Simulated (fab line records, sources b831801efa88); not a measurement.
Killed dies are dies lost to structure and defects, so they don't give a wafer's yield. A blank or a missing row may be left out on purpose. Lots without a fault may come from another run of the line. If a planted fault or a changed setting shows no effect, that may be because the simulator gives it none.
fab line records | flow gf180mcu | part 1 of 2: steps 1 to 25 of 35
record: lots: 5 wafers: 15 last_day: 34
route steps=602 shown CONTACT@306 M1@315 V1@335
lots with no fault: from the same line, run without faults
start_h: the number of hours between the record's first day and the start of the first shown wafer of the lot | wait_h: hours since the lot's step before | " identical to the entry in the row above | L1.1+2: several wafers, shown together as one row | - no value, or no start given | * or withheld: withheld | < > ~ a bound
route shown NAME@n: names a module that has steps shown in the file, with the first one's number in the route | usual: the fault-free wafers' mean and standard deviation | same: alike in all rows | chamber/n: place in a boat | sites: per-site readings | _std_site: standard deviation across them | _edge_site: inner sites' mean taken away from outer sites' mean | radius_mm: how far each site lies from the wafer's centre | mask NAME#n: copy n | behind: the last tool/chamber to shape the wafer | hold: cause of the lot's hold/its duration in hours/its outcome | device: transistor that didn't switch, given as n, p or np | end of line: at the end of the route, the tests of the same wafers | step lacking rows: just its recipe | killed: dies that structure and defects cost at the first sort, which is not the same as the wafer's yield | map: a wafer's dies, x killed, . not, _ none there
set.NAME: the setting that was run; set.NAME@STEP: the one run at that earlier step | model.NAME: the simulator's own value behind a step, which no gauge read
lots at some steps of the route; a table a step, a row a wafer
services: when a tool's chamber went out of use (start_h, in hours from the record's first day, below 0 if earlier), for how many hours, and the reason
== steps ==
step: GF_CONTACT_CLEAN_19
recipe: chemistry: SPM
columns lot.wafer tool chamber start_h wait_h
L074.3+4+5 wet_bench-03 1 366.08 0.0
L079.3+4+6 wet_bench-01 2 408.08 0.0
L089.1+3+6 wet_bench-03 2 501.08 0.1
L091.4+5+6 wet_bench-01 3 511.53 0.0
L096.1+4+6 wet_bench-03 0 554.33 0.1
step: GF_CONTACT_CLEAN_20
recipe: chemistry: DIW
columns lot.wafer tool chamber start_h wait_h
L074.3+4+5 wet_bench-02 2 366.17 0.0
L079.3+4+6 wet_bench-02 1 408.17 0.0
L089.1+3+6 wet_bench-01 3 501.17 0.0
L091.4+5+6 wet_bench-03 2 511.63 0.0
L096.1+4+6 wet_bench-01 1 554.43 0.0
step: GF_CONTACT_CLEAN_21
recipe: chemistry: dHF time_s: 20 dilution: 100:1 dry: ipa_marangoni
columns lot.wafer tool chamber start_h wait_h
L074.3+4+5 wet_bench-01 0 366.27 0.0
L079.3+4+6 wet_bench-01 0 408.27 0.0
L089.1+3+6 wet_bench-02 3 501.26 0.0
L091.4+5+6 wet_bench-02 1 511.73 0.0
L096.1+4+6 wet_bench-02 2 554.52 0.0
step: GF_CONTACT_SPUTTER_22
recipe: material: Ti target_thk_nm: 15 chamber_pressure_pa: 5 power_w: 2500 substrate_temp_c: 200 time_s: 80.02
usual: chamber_pressure_pa: 4.999/0.0096 throttle_valve_pct: 29.7/1.1
columns lot.wafer tool chamber start_h wait_h chamber_pressure_pa throttle_valve_pct
L074.3 pvd_sputter-02 - 366.28 0.0 4.975 28.6
L074.4 " - " " 5.000 29.4
L074.5 " - " " 4.993 29.3
L079.3 pvd_sputter-02 - 408.28 0.0 4.997 29.2
L079.4 " - " " 5.007 28.6
L079.6 " - " " 4.997 29.1
L089.1 pvd_sputter-04 - 501.28 0.0 5.001 29.6
L089.3 " - " " 4.989 30.5
L089.6 " - " " 4.978 30.6
L091.4 pvd_sputter-04 - 511.74 0.0 4.989 29.8
L091.5 " - " " 4.998 29.8
L091.6 " - " " 4.989 29.6
L096.1 pvd_sputter-02 - 554.54 0.0 5.005 29.1
L096.4 " - " " 4.991 27.5
L096.6 " - " " 4.976 30.4
step: GF_CONTACT_SPUTTER_23
recipe: material: TiN target_thk_nm: 10 chamber_pressure_pa: 5 power_w: 4000 time_s: 40
usual: chamber_pressure_pa: 5.000/0.011 throttle_valve_pct: 29.6/1.1
columns lot.wafer tool chamber start_h wait_h chamber_pressure_pa throttle_valve_pct
L074.3 pvd_sputter-02 - 366.34 0.0 4.997 28.4
L074.4 " - " " 5.013 29.3
L074.5 " - " " 4.979 29.5
L079.3 pvd_sputter-02 - 408.34 0.0 4.989 29.6
L079.4 " - " " 4.979 28.5
L079.6 " - " " 5.005 29.4
L089.1 pvd_sputter-04 - 501.34 0.0 4.996 29.5
L089.3 " - " " 5.004 30.4
L089.6 " - " " 5.012 30.3
L091.4 pvd_sputter-04 - 511.81 0.0 5.005 29.5
L091.5 " - " " 4.999 30.1
L091.6 " - " " 4.990 29.5
L096.1 pvd_sputter-02 - 554.60 0.0 5.014 29.3
L096.4 " - " " 4.985 27.4
L096.6 " - " " 5.001 30.4
step: GF_CONTACT_CVD_24
recipe: material: W target_thk_nm: 300 time_s: 90.339 temp_c: 400 pressure_torr: 40
usual: heater_power_w: 790/51
columns lot.wafer tool chamber start_h wait_h heater_power_w
L074.3 cvd_w-01 0 366.45 0.1 816
L074.4 " 0 " " 794
L074.5 " 0 " " 807
L079.3 cvd_w-02 1 408.41 0.1 697
L079.4 " 0 " " 826
L079.6 " 0 " " 826
L089.1 cvd_w-02 0 501.38 0.0 837
L089.3 " 1 " " 726
L089.6 " 1 " " 726
L091.4 cvd_w-02 1 511.88 0.1 688
L091.5 " 1 " " 719
L091.6 " 0 " " 833
L096.1 cvd_w-01 1 554.64 0.0 830
L096.4 " 1 " " 857
L096.6 " 1 " " 823
step: GF_CONTACT_RS_MEAS_25
recipe: thk_meas_gauge: four-point-probe reads: W_of_CONTACT_CVD_24+TiN_of_CONTACT_SPUTTER_23+Ti_of_CONTACT_SPUTTER_22
usual: CONTACT_W_RS: 0.379/0.0077
columns lot.wafer tool chamber start_h wait_h CONTACT_W_RS[ohm/sq]
L074.3 film_metro-02 - 366.62 0.1 0.368
L074.4 " - " " 0.368
L074.5 " - " " 0.370
L079.3 film_metro-03 - 408.52 0.1 0.378
L079.4 " - " " 0.383
L079.6 " - " " 0.381
L089.1 film_metro-03 - 501.48 0.1 0.392
L089.3 " - " " 0.385
L089.6 " - " " 0.386
L091.4 film_metro-02 - 512.00 0.1 0.384
L091.5 " - " " 0.386
L091.6 " - " " 0.385
L096.1 film_metro-02 - 554.74 0.1 0.377
L096.4 " - " " 0.377
L096.6 " - " " 0.380
step: GF_CONTACT_THK_MEAS_26
recipe: thk_meas_gauge: xrf reads: W_of_CONTACT_CVD_24
usual: CONTACT_W_THK: 302/6.4
columns lot.wafer tool chamber start_h wait_h CONTACT_W_THK[nm]
L074.3 film_metro-02 - 366.72 0.1 308
L074.4 " - " " 309
L074.5 " - " " 305
L079.3 film_metro-03 - 408.62 0.1 302
L079.4 " - " " 297
L079.6 " - " " 300
L089.1 film_metro-03 - 501.60 0.1 296
L089.3 " - " " 300
L089.6 " - " " 297
L091.4 film_metro-02 - 512.09 0.1 295
L091.5 " - " " 294
L091.6 " - " " 294
L096.1 film_metro-02 - 554.86 0.1 302
L096.4 " - " " 301
L096.6 " - " " 299
step: GF_CONTACT_CMP_27
recipe: stop_on: SiO2 down_force_psi: 3.5 platen_rpm: 60 t_overpolish_s: 15 target_thk_nm: 0 pad_velocity_m_s: 0.94248
usual: head_pressure_psi: 3.499/0.0069 motor_current_A: 11.0/1.2 overpolish_run_s: 15.001/0.0084 time_to_endpoint_s: 73/3.5
columns lot.wafer tool chamber start_h wait_h head_pressure_psi motor_current_A overpolish_run_s time_to_endpoint_s
L074.4 cmp-02 3 366.76 0.0 3.496 11.0 15.000 80
L074.3 " 1 " " 3.501 11.1 14.986 78
L074.5 " 3 " " 3.501 10.9 14.983 78
L079.3 cmp-02 3 408.71 0.1 3.508 11.4 15.002 78
L079.4 " 1 " " 3.509 11.6 14.993 71
L079.6 " 2 " " 3.503 9.8 15.024 72
L089.3 cmp-01 3 501.71 0.1 3.497 12.3 15.003 70
L089.1 " 1 " " 3.503 12.8 15.006 71
L089.6 " 3 " " 3.493 12.8 15.003 71
L091.4 cmp-02 3 512.22 0.1 3.494 11.5 15.007 78
L091.6 " 1 " " 3.500 11.2 15.002 76
L091.5 " 2 " " 3.493 9.8 15.001 74
L096.1 cmp-01 3 554.97 0.1 3.505 12.5 15.004 71
L096.4 " 1 " " 3.500 12.6 15.008 75
L096.6 " 3 " " 3.499 11.7 14.976 72
step: GF_M1_SPUTTER_00
recipe: material: Ti target_thk_nm: 37.5 arriving_ion_energy_ev: 80 substrate_temp_c: 200 chamber_pressure_pa: 2 power_w: 4000 time_s: 150
usual: chamber_pressure_pa: 1.999/0.0037 throttle_valve_pct: 29.5/0.98
columns lot.wafer tool chamber start_h wait_h chamber_pressure_pa throttle_valve_pct
L074.3 pvd_sputter-01 - 367.06 0.1 1.998 29.1
L074.4 " - " " 1.999 30.9
L074.5 " - " " 1.996 30.7
L079.3 pvd_sputter-02 - 408.96 0.2 1.999 28.2
L079.4 " - " " 1.998 29.3
L079.6 " - " " 1.999 27.3
L089.1 pvd_sputter-01 - 501.96 0.1 1.998 29.0
L089.3 " - " " 2.002 31.1
L089.6 " - " " 1.999 28.9
L091.4 pvd_sputter-01 - 512.42 0.1 1.996 28.7
L091.5 " - " " 1.995 30.6
L091.6 " - " " 2.007 28.8
L096.1 pvd_sputter-01 - 555.22 0.2 1.992 28.8
L096.4 " - " " 2.000 30.7
L096.6 " - " " 1.997 29.0
step: GF_M1_SPUTTER_01
recipe: material: TiN target_thk_nm: 30 power_w: 6500 time_s: 25 chamber_pressure_pa: 0.4
usual: chamber_pressure_pa: 0.4000/0.00077 throttle_valve_pct: 29.5/0.94
columns lot.wafer tool chamber start_h wait_h chamber_pressure_pa throttle_valve_pct
L074.3 pvd_sputter-01 - 367.16 0.1 0.4009 29.3
L074.4 " - " " 0.4014 31.1
L074.5 " - " " 0.3998 30.3
L079.3 pvd_sputter-02 - 409.06 0.1 0.4010 28.6
L079.4 " - " " 0.4008 28.9
L079.6 " - " " 0.3988 27.5
L089.1 pvd_sputter-01 - 502.06 0.1 0.3985 28.8
L089.3 " - " " 0.3994 31.1
L089.6 " - " " 0.3998 28.8
L091.4 pvd_sputter-01 - 512.52 0.1 0.3990 29.1
L091.5 " - " " 0.4004 30.5
L091.6 " - " " 0.3990 28.7
L096.1 pvd_sputter-01 - 555.32 0.1 0.3992 29.0
L096.4 " - " " 0.3983 30.5
L096.6 " - " " 0.3994 28.9
step: GF_M1_SPUTTER_02
recipe: material: AlCu target_thk_nm: 450 power_w: 10600 time_s: 23.9 chamber_pressure_pa: 0.4
usual: chamber_pressure_pa: 0.4001/0.00078 throttle_valve_pct: 29.5/0.99
columns lot.wafer tool chamber start_h wait_h chamber_pressure_pa throttle_valve_pct
L074.3 pvd_sputter-01 - 367.19 0.0 0.4008 28.8
L074.4 " - " " 0.3999 31.2
L074.5 " - " " 0.4010 30.6
L079.3 pvd_sputter-02 - 409.09 0.0 0.4004 28.7
L079.4 " - " " 0.3999 29.3
L079.6 " - " " 0.4003 27.3
L089.1 pvd_sputter-01 - 502.09 0.0 0.3993 28.9
L089.3 " - " " 0.3993 31.1
L089.6 " - " " 0.4021 28.9
L091.4 pvd_sputter-01 - 512.56 0.0 0.3999 28.7
L091.5 " - " " 0.4009 30.6
L091.6 " - " " 0.3993 28.6
L096.1 pvd_sputter-01 - 555.35 0.0 0.4010 28.8
L096.4 " - " " 0.3997 30.7
L096.6 " - " " 0.3999 29.3
step: GF_M1_SPUTTER_03
recipe: material: Ti target_thk_nm: 10 substrate_temp_c: 300 chamber_pressure_pa: 0.3 power_w: 3000 time_s: 6.7
usual: chamber_pressure_pa: 0.3000/0.00066 throttle_valve_pct: 29.5/0.97
columns lot.wafer tool chamber start_h wait_h chamber_pressure_pa throttle_valve_pct
L074.3 pvd_sputter-01 - 367.22 0.0 0.2995 28.8
L074.4 " - " " 0.3006 31.0
L074.5 " - " " 0.2989 30.4
L079.3 pvd_sputter-02 - 409.12 0.0 0.2994 28.5
L079.4 " - " " 0.2996 29.4
L079.6 " - " " 0.3008 27.4
L089.1 pvd_sputter-01 - 502.12 0.0 0.3012 28.9
L089.3 " - " " 0.3010 30.9
L089.6 " - " " 0.2990 28.7
L091.4 pvd_sputter-01 - 512.59 0.0 0.3004 28.9
L091.5 " - " " 0.3004 30.6
L091.6 " - " " 0.3005 28.8
L096.1 pvd_sputter-01 - 555.38 0.0 0.3000 29.1
L096.4 " - " " 0.2999 30.5
L096.6 " - " " 0.2996 28.8
step: GF_M1_SPUTTER_04
recipe: material: TiN target_thk_nm: 50 power_w: 6500 time_s: 41.7 chamber_pressure_pa: 0.4
usual: chamber_pressure_pa: 0.4000/0.0008 throttle_valve_pct: 29.5/0.99
columns lot.wafer tool chamber start_h wait_h chamber_pressure_pa throttle_valve_pct
L074.3 pvd_sputter-01 - 367.24 0.0 0.3999 28.6
L074.4 " - " " 0.4010 30.8
L074.5 " - " " 0.3991 30.4
L079.3 pvd_sputter-02 - 409.14 0.0 0.3996 28.2
L079.4 " - " " 0.4008 29.4
L079.6 " - " " 0.4014 27.3
L089.1 pvd_sputter-01 - 502.14 0.0 0.4010 28.8
L089.3 " - " " 0.4000 30.9
L089.6 " - " " 0.3995 28.9
L091.4 pvd_sputter-01 - 512.61 0.0 0.4012 28.7
L091.5 " - " " 0.3993 30.5
L091.6 " - " " 0.4000 28.7
L096.1 pvd_sputter-01 - 555.40 0.0 0.4001 29.0
L096.4 " - " " 0.4006 30.3
L096.6 " - " " 0.3996 29.1
step: GF_M1_RS_MEAS_05
recipe: thk_meas_gauge: four-point-probe reads: TiN_of_M1_SPUTTER_04+Ti_of_M1_SPUTTER_03+AlCu_of_M1_SPUTTER_02+TiN_of_M1_SPUTTER_01+Ti_of_M1_SPUTTER_00
usual: M1_ALCU_RS: 0.0696/0.00055
columns lot.wafer tool chamber start_h wait_h M1_ALCU_RS[ohm/sq]
L074.3 film_metro-03 - 367.32 0.1 0.0698
L074.4 " - " " 0.0694
L074.5 " - " " 0.0696
L079.3 film_metro-01 - 409.22 0.1 0.0694
L079.4 " - " " 0.0687
L079.6 " - " " 0.0691
L089.1 film_metro-03 - 502.18 0.0 0.0690
L089.3 " - " " 0.0693
L089.6 " - " " 0.0697
L091.4 film_metro-02 - 512.71 0.1 0.0702
L091.5 " - " " 0.0700
L091.6 " - " " 0.0700
L096.1 film_metro-03 - 555.44 0.0 0.0702
L096.4 " - " " 0.0696
L096.6 " - " " 0.0699
step: GF_M1_THK_MEAS_06
recipe: thk_meas_gauge: xrf reads: AlCu_of_M1_SPUTTER_02
usual: M1_ALCU_THK: 448/4.2
columns lot.wafer tool chamber start_h wait_h M1_ALCU_THK[nm]
L074.3 film_metro-03 - 367.42 0.1 447
L074.4 " - " " 448
L074.5 " - " " 448
L079.3 film_metro-01 - 409.32 0.1 451
L079.4 " - " " 458
L079.6 " - " " 454
L089.1 film_metro-03 - 502.30 0.1 452
L089.3 " - " " 449
L089.6 " - " " 446
L091.4 film_metro-02 - 512.80 0.1 450
L091.5 " - " " 450
L091.6 " - " " 451
L096.1 film_metro-03 - 555.56 0.1 442
L096.4 " - " " 444
L096.6 " - " " 444
step: GF_M1_DEHYDRATE_07
recipe: temp_c: 200 time_s: 60
usual: heater_power_total_W: 160.36/0.12
columns lot.wafer tool chamber start_h wait_h heater_power_total_W
L074.3 litho_track-03 0 377.51 10.1 160.39
L074.4 " 0 " " 160.48
L074.5 " 0 " " 160.34
L079.3 litho_track-02 0 420.60 11.3 160.44
L079.4 " 0 " " 160.19
L079.6 " 0 " " 160.32
L089.1 litho_track-02 0 513.15 10.8 160.23
L089.3 " 0 " " 160.34
L089.6 " 0 " " 160.27
L091.4 litho_track-01 0 524.08 11.3 160.41
L091.5 " 0 " " 160.29
L091.6 " 0 " " 160.44
L096.1 litho_track-02 0 565.10 9.5 160.48
L096.4 " 0 " " 160.20
L096.6 " 0 " " 160.25
step: GF_M1_HMDS_08
recipe: prime_time_s: 60 prime_temp_c: 120
columns lot.wafer tool chamber start_h wait_h
L074.3+4+5 litho_track-03 0 377.66 0.1
L079.3+4+6 litho_track-02 0 420.75 0.1
L089.1+3+6 litho_track-02 0 513.30 0.1
L091.4+5+6 litho_track-01 0 524.23 0.1
L096.1+4+6 litho_track-02 0 565.25 0.1
step: GF_M1_COAT_09
recipe: resist: KrF spin_rpm: withheld resist_thk_nm: 1000
usual: dispense_pressure_kPa: 48.3/2.2
columns lot.wafer tool chamber start_h wait_h dispense_pressure_kPa
L074.3 litho_track-03 0 377.81 0.1 49.7
L074.4 " 0 " " 49.7
L074.5 " 0 " " 49.7
L079.3 litho_track-02 0 420.90 0.1 46.4
L079.4 " 0 " " 46.4
L079.6 " 0 " " 46.3
L089.1 litho_track-02 0 513.45 0.1 46.3
L089.3 " 0 " " 46.4
L089.6 " 0 " " 46.4
L091.4 litho_track-01 0 524.38 0.1 51.4
L091.5 " 0 " " 51.4
L091.6 " 0 " " 51.4
L096.1 litho_track-02 0 565.40 0.1 46.3
L096.4 " 0 " " 46.3
L096.6 " 0 " " 46.3
step: GF_M1_SOFTBAKE_10
recipe: temp_c: 130 time_s: 60 resist: KrF
usual: heater_power_total_W: 93.05/0.063
columns lot.wafer tool chamber start_h wait_h heater_power_total_W
L074.3 litho_track-03 0 377.96 0.1 93.20
L074.4 " 0 " " 93.07
L074.5 " 0 " " 93.09
L079.3 litho_track-02 0 421.05 0.1 93.06
L079.4 " 0 " " 93.00
L079.6 " 0 " " 92.98
L089.1 litho_track-02 0 513.60 0.1 93.05
L089.3 " 0 " " 93.15
L089.6 " 0 " " 93.02
L091.4 litho_track-01 0 524.53 0.1 93.11
L091.5 " 0 " " 92.98
L091.6 " 0 " " 93.05
L096.1 litho_track-02 0 565.55 0.1 92.98
L096.4 " 0 " " 93.11
L096.6 " 0 " " 93.02
step: GF_M1_EXPOSE_11
recipe: mask_id: Metal1 target_cd_nm: 230 na: 0.68 source_shape: conventional sigma_outer: 0.6 dose_mj: 28
usual: stage_vel_mm_s: 500.08/0.25
columns lot.wafer tool chamber start_h wait_h mask stage_vel_mm_s
L074.3 krf_scanner-02 0 - - Metal1#0 499.99
L074.4 " 0 " " Metal1#0 500.06
L074.5 " 0 " " Metal1#0 500.23
L079.3 krf_scanner-02 0 - - Metal1#0 499.97
L079.4 " 0 " " Metal1#0 499.96
L079.6 " 0 " " Metal1#0 499.74
L089.1 krf_scanner-02 0 - - Metal1#0 500.13
L089.3 " 0 " " Metal1#0 500.15
L089.6 " 0 " " Metal1#0 500.01
L091.4 krf_scanner-02 0 - - Metal1#0 500.05
L091.5 " 0 " " Metal1#0 500.17
L091.6 " 0 " " Metal1#0 500.24
L096.1 krf_scanner-01 0 - - Metal1#0 499.76
L096.4 " 0 " " Metal1#0 499.83
L096.6 " 0 " " Metal1#0 499.96
step: GF_M1_PEB_12
recipe: peb_temp_c: 135 peb_time_s: 90 resist: KrF
usual: heater_power_total_W: 85.69/0.085
same: peb_time_s: 90
columns lot.wafer tool chamber start_h wait_h heater_power_total_W
L074.3 litho_track-03 0 - - 85.49
L074.4 " 0 " " 85.60
L074.5 " 0 " " 85.70
L079.3 litho_track-02 0 - - 85.73
L079.4 " 0 " " 85.72
L079.6 " 0 " " 85.70
L089.1 litho_track-03 0 - - 85.65
L089.3 " 0 " " 85.71
L089.6 " 0 " " 85.75
L091.4 litho_track-01 0 - - 85.59
L091.5 " 0 " " 85.76
L091.6 " 0 " " 85.67
L096.1 litho_track-03 0 - - 85.71
L096.4 " 0 " " 85.67
L096.6 " 0 " " 85.82
step: GF_M1_DEVELOP_13
recipe: develop_time_s: 60 dev_temp_c: 21
usual: developer_temp_C: 21.01/0.098
columns lot.wafer tool chamber start_h wait_h developer_temp_C
L074.3 litho_track-03 0 389.46 0.1 20.93
L074.4 " 0 " " 20.98
L074.5 " 0 " " 21.04
L079.3 litho_track-02 0 432.55 0.1 20.88
L079.4 " 0 " " 21.02
L079.6 " 0 " " 20.93
L089.1 litho_track-03 0 525.41 0.2 21.01
L089.3 " 0 " " 20.93
L089.6 " 0 " " 21.12
L091.4 litho_track-01 0 534.78 0.1 21.08
L091.5 " 0 " " 20.95
L091.6 " 0 " " 21.05
L096.1 litho_track-03 0 577.56 0.2 20.98
L096.4 " 0 " " 20.98
L096.6 " 0 " " 21.09
step: GF_M1_CD_MEAS_14
recipe: target_cd_nm: 230
usual: cd_nm: 230.2/1.4
columns lot.wafer tool chamber start_h wait_h cd_nm
L074.3 cd_sem-02 - 389.60 0.1 229.1
L074.4 " - " " 228.9
L074.5 " - " " 228.6
L079.3 cd_sem-01 - 432.69 0.1 231.5
L079.4 " - " " 230.9
L079.6 " - " " 232.0
L089.1 cd_sem-02 - 525.56 0.1 232.1
L089.3 " - " " 232.1
L089.6 " - " " 232.2
L091.4 cd_sem-01 - 534.91 0.1 229.3
L091.5 " - " " 230.6
L091.6 " - " " 230.2
L096.1 cd_sem-02 - 577.71 0.1 227.2
L096.4 " - " " 226.5
L096.6 " - " " 226.9
step: GF_M1_OVL_MEAS_15
usual: M1_OVL: 0/4.8
columns lot.wafer tool chamber start_h wait_h M1_OVL[nm]
L074.3 overlay-01 - 389.70 0.1 -1
L074.4 " - " " -2
L074.5 " - " " 1
L079.3 overlay-02 - 432.78 0.1 3
L079.4 " - " " 5
L079.6 " - " " 0
L089.1 overlay-02 - 525.68 0.1 -2
L089.3 " - " " -3
L089.6 " - " " 1
L091.4 overlay-02 - 534.99 0.1 4
L091.5 " - " " 11
L091.6 " - " " 11
L096.1 overlay-02 - 577.83 0.1 -5
L096.4 " - " " -2
L096.6 " - " " -4
